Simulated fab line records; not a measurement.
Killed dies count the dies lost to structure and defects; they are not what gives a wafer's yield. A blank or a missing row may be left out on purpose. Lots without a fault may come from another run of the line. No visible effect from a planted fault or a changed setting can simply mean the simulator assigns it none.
Chamber matching ; flow gf180mcu ; cmp-02 running GF_V4_CMP_26: 4 sister chambers
The step polishes, stops on SiO2, t overpolish 15 s, target thk 0 nm. 4 wafers are shown with their chamber, then 12 later ones without.

== WAFERS WITH THEIR CHAMBER ==
wafer;chamber;motor current A (A)
L086.5;1;11.6
L087.2;3;9.6
L087.3;2;9.3
L087.6;0;10.1

== WAFERS MISSING THEIR CHAMBER ==
wafer;motor current A (A)
L089.2;9.5
L089.4;11.5
L089.6;11.6
L092.2;9.5
L092.3;11.3
L092.4;10.3
L091.2;11.9
L091.3;10.4
L091.5;11.9
L095.4;9.3
L095.5;9.4
L095.6;11.1

== WHICH CHAMBER EACH ONE RAN IN ==
wafer;from the rows above;in truth
L089.2;can't be placed: 3 or 2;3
L089.4;1;1
L089.6;1;1
L092.2;can't be placed: 3 or 2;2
L092.3;1;1
L092.4;0;0
L091.2;1;1
L091.3;0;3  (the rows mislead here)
L091.5;1;1
L095.4;can't be placed: 2 or 3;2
L095.5;can't be placed: 2 or 3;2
L095.6;1;1
Correctly placed: 7 of 12. Unplaceable from these rows: 4, with the true chamber sitting among the candidates in 4. Placed wrongly: 1.
How it was worked out, from the rows above alone: a wafer's distance from a chamber is the root of the sum, over the readings, of the square of ((its reading less the chamber's mean) divided by the reading's scatter). The wafer belongs to the nearest chamber; if the next one is less than 2 further off, it can't be placed. The mean given for a chamber averages the wafers shown for that chamber. The scatter: root of mean squared gap, hidden wafer to nearest shown wafer, with one shown wafer a chamber.
